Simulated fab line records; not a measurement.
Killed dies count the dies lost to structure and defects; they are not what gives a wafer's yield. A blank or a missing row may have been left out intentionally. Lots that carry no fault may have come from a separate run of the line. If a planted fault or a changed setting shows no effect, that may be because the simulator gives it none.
Which of the tools did it? || flow gf180mcu || 18 wafers from 6 lots sampled at 3 of the route's 602 steps

## WHAT EACH GAUGE READ, for each wafer
GF_NSD_CD_MEAS_07 targets a cd of 400 nm.
{"lot": "L795", "measured": "day 13 12:59", "on": "cd-sem-02", "cd-nm (nm)": "399.9 401.7 401.5"}
{"lot": "L797", "measured": "day 14 02:49", "on": "cd-sem-02", "cd-nm (nm)": "404.0 402.3 400.1"}
{"lot": "L799", "measured": "day 15 04:55", "on": "cd-sem-01", "cd-nm (nm)": "402.9 403.4 405.2"}
{"lot": "L803", "measured": "day 16 08:46", "on": "cd-sem-01", "cd-nm (nm)": "329.8 330.5 328.8"}
{"lot": "L810", "measured": "day 18 18:23", "on": "cd-sem-02", "cd-nm (nm)": "397.7 397.0 396.8"}
{"lot": "L815", "measured": "day 20 14:41", "on": "cd-sem-02", "cd-nm (nm)": "398.4 399.9 399.8"}

## EACH LOT AND THE TOOL THAT RAN IT (in order: tool; ch and the chambers of the sampled wafers; start)
{"lot": "L795", "GF_VT_IMPLANT_RTA_45": "rtp-anneal-02 ch 0, day 7 19:13", "GF_NSD_EXPOSE_04": "iline-stepper-02 ch 0, day 13 03:34"}
{"lot": "L797", "GF_VT_IMPLANT_RTA_45": "rtp-anneal-02 ch 0, day 8 07:01", "GF_NSD_EXPOSE_04": "iline-stepper-01 ch 0, day 13 16:40"}
{"lot": "L799", "GF_VT_IMPLANT_RTA_45": "rtp-anneal-02 ch 0, day 9 00:23", "GF_NSD_EXPOSE_04": "iline-stepper-02 ch 0, day 14 18:10"}
{"lot": "L803", "GF_VT_IMPLANT_RTA_45": "rtp-anneal-01 ch 0, day 10 02:19", "GF_NSD_EXPOSE_04": "iline-stepper-01 ch 0, day 15 22:16"}
{"lot": "L810", "GF_VT_IMPLANT_RTA_45": "rtp-anneal-01 ch 0, day 11 23:56", "GF_NSD_EXPOSE_04": "iline-stepper-02 ch 0, day 18 06:46"}
{"lot": "L815", "GF_VT_IMPLANT_RTA_45": "rtp-anneal-01 ch 0, day 13 13:20", "GF_NSD_EXPOSE_04": "iline-stepper-02 ch 0, day 20 02:49"}
- GF_VT_IMPLANT_RTA_45: time 30 s.
- GF_NSD_EXPOSE_04: exposes mask Nplus, target cd 400 nm.

## THE ANSWER, worked out from the rows above alone
Rule: the usual values come from the lots themselves. Put in order of their means at a reading, lots are off if they are a third of the lots or fewer, leave a main group of 4 or more, and stand apart from it by a gap of 3 or more times the standard deviation of the main group's means; of several such gaps the widest counts. Not used: any main group whose means are identical at the precision the tables above print for the reading. A lot without any number at a reading at which 4 lots or more have one is off too. Any other lot the step has rows for is counted as sound.
Off, at GF_NSD_CD_MEAS_07 on cd-nm: L803. The main group has a mean of 400.7 nm with a standard deviation of 2.3.
A tool fits if, at a process step before that reading, it ran every lot that is off, and no sound lot after the first of them. The gauges at GF_NSD_CD_MEAS_07 are tried like those tools. Can't be told from this: 2 tools fit, iline-stepper-01 at GF_NSD_EXPOSE_04, cd-sem-01 at GF_NSD_CD_MEAS_07.

## WHAT HAD BEEN PUT IN BY THE SIMULATOR
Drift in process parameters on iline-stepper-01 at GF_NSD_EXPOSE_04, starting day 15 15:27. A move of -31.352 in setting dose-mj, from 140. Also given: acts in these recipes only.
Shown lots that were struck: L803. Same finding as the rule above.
